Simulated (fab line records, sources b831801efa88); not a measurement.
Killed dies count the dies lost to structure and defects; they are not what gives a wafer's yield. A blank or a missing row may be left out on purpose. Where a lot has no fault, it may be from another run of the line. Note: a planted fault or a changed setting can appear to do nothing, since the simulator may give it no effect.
A struck lot beside a sound one    flow sky130    26 steps out of a route of 708
Sound: the wafers L398.1, L398.2, L398.4. Struck: wafers L413.4, L413.6 (left out: L413.1, a lot-mate that was not struck); the cause follows at the end.
Each step with rows lists, per side, the tool, then ch with its chambers, then its first start. Under that, the readings that differ: sound wafers    struck wafers    difference of the means    sigmas: that difference in standard deviations of wafers without a fault.
alike: a reading whose means differ by less than 2 such deviations, as well as words and numbers matching on both sides. not compared: withheld readings; readings where some wafer has no value; bounds like >300 that might hide an equal value; numbers whose values overlap and for which the record gives no deviation.
The two part at a step that has a row with sigmas, a row that says differs or no value, or rows on one side only. Numbers that have no deviation but don't overlap get no sigmas and don't part them. Lack of a reading on every wafer of one side parts them only where that side has two or more wafers.

first, 2 steps without rows for these wafers: SKY_LDD_LDN_PEB_05; SKY_LDD_LDN_DEVELOP_06 (develop time 60 s).
SKY_LDD_LDN_OVL_MEAS_07:
  sound on overlay-01, day 24 09:38; struck on overlay-01, day 29 12:59
  alike: LDD_LDN_OVL
then, 4 steps without rows for these wafers: SKY_LDD_LDN_IMPLANT_08; SKY_LDD_LDN_IMPLANT_09; SKY_LDD_LDN_IMPLANT_10; SKY_LDD_LDN_IMPLANT_11.
SKY_LDD_LDN_STRIP_12: strips in O2/N2.
  sound on plasma-asher-03 ch 0,1, day 24 10:16; struck on plasma-asher-01 ch 0,1, day 29 13:38
reading                       sound              struck       difference  sigmas
strip-time-to-endpoint-s (s)  14.23 14.22 14.22  14.16 14.09  -0.10       -2
  alike: drypump-motor-current-A, oes-product-au
  not compared: rf-hours-counter-h
SKY_LDD_LDN_TW_MEAS_13:
  sound on film-metro-01, day 24 10:22; struck on film-metro-02, day 29 13:44
  alike: LDD_LDN_TW
then, 2 steps without rows for these wafers: SKY_LDD_LDN_CLEAN_14 (cleans in SC1/SC2, time 150 s); SKY_SPACER_CVD_00 (deposits Si3N4 from DCS/NH3, target thk 43.1 nm, time 740 s).
SKY_SPACER_THK_MEAS_01:
  sound on film-metro-02, day 24 11:41; struck on film-metro-02, day 29 15:32
  alike: SPACER_CVD_00_THK
SKY_SPACER_ETCHBACK_02: etches Si3N4 in CH3F/O2, stops on SiO2, time 46.7 s, target depth 45 nm.
  sound on rie-diel-02 ch 0,1, day 24 11:44; struck on rie-diel-02 ch 2, day 29 15:35
reading                                     sound             struck       difference  sigmas
model.SiO2_of_SONOS_ONO_CVD_04.thk-nm (nm)  4.212 4.25 4.359  1.064 1.077  -3.203      
  alike: bias-w, drypump-motor-current-A, oes-product-au, throttle-valve-pct
  not compared: rf-hours-counter-h
then, 8 steps without rows for these wafers: SKY_POLY_CUT_DEHYDRATE_00 (time 60 s); SKY_POLY_CUT_HMDS_01 (prime time 60 s); SKY_POLY_CUT_COAT_02 (resist thk 60 nm); SKY_POLY_CUT_COAT_03 (resist thk 450 nm); SKY_POLY_CUT_SOFTBAKE_04 (time 90 s); SKY_POLY_CUT_EXPOSE_05 (exposes mask NPCM, target cd 270 nm); SKY_POLY_CUT_PEB_06; SKY_POLY_CUT_DEVELOP_07 (develop time 60 s).
SKY_POLY_CUT_CD_MEAS_08: target cd 270 nm.
  sound on cd-sem-01, day 25 17:49; struck on cd-sem-01, day 30 20:29
  alike: cd-nm
SKY_POLY_CUT_OVL_MEAS_09:
  sound on overlay-02, day 25 17:56; struck on overlay-02, day 30 20:36
reading            sound       struck  difference  sigmas
POLY_CUT_OVL (nm)  -18 -3 -12  2 0     +12         +2
SKY_POLY_CUT_ETCH_10: etches BARC in N2/H2, stops on SiO2, time 45.9 s, target depth 60 nm.
  sound on rie-diel-02 ch 0,1,3, day 25 17:58; struck on rie-diel-03 ch 1, day 30 20:38
  alike: bias-w, drypump-motor-current-A, oes-product-au, throttle-valve-pct
  not compared: rf-hours-counter-h
SKY_POLY_CUT_ETCH_11: etches Si3N4 in CF4/CH2F2/Ar, stops on poly-Si, time 42.5 s, target depth 60 nm.
  sound on rie-diel-02 ch 0,1,3, day 25 18:01; struck on rie-diel-03 ch 1, day 30 20:41
reading                               sound              struck       difference  sigmas
oes-product-au (a.u.)                 0.830 0.835 0.822  0.757 0.767  -0.067      -10
model.POLY_CUT.feature-depth-nm (nm)  61.86 62.39 61.7   52.88 53.42  -8.83       
model.etch.depth-nm (nm)              61.86 62.39 61.7   52.88 53.42  -8.83       
  alike: bias-w, ch2f2-flow-sccm, drypump-motor-current-A, throttle-valve-pct
  not compared: rf-hours-counter-h
SKY_POLY_CUT_STRIP_12: strips in O2/N2.
  sound on plasma-asher-03 ch 0,1, day 25 18:03; struck on plasma-asher-02 ch 0,1, day 30 20:43
reading                       sound              struck       difference  sigmas
drypump-motor-current-A (A)   6.7 6.5 6.7        5.1 4.8      -1.7        -2
strip-time-to-endpoint-s (s)  5.370 5.368 5.381  5.338 5.341  -0.034      -2
  alike: oes-product-au
  not compared: rf-hours-counter-h

WHERE THEY PART
At SKY_LDD_LDN_STRIP_12 first; at SKY_POLY_CUT_STRIP_12 last (within this record only).

WHY: what the simulator had put in
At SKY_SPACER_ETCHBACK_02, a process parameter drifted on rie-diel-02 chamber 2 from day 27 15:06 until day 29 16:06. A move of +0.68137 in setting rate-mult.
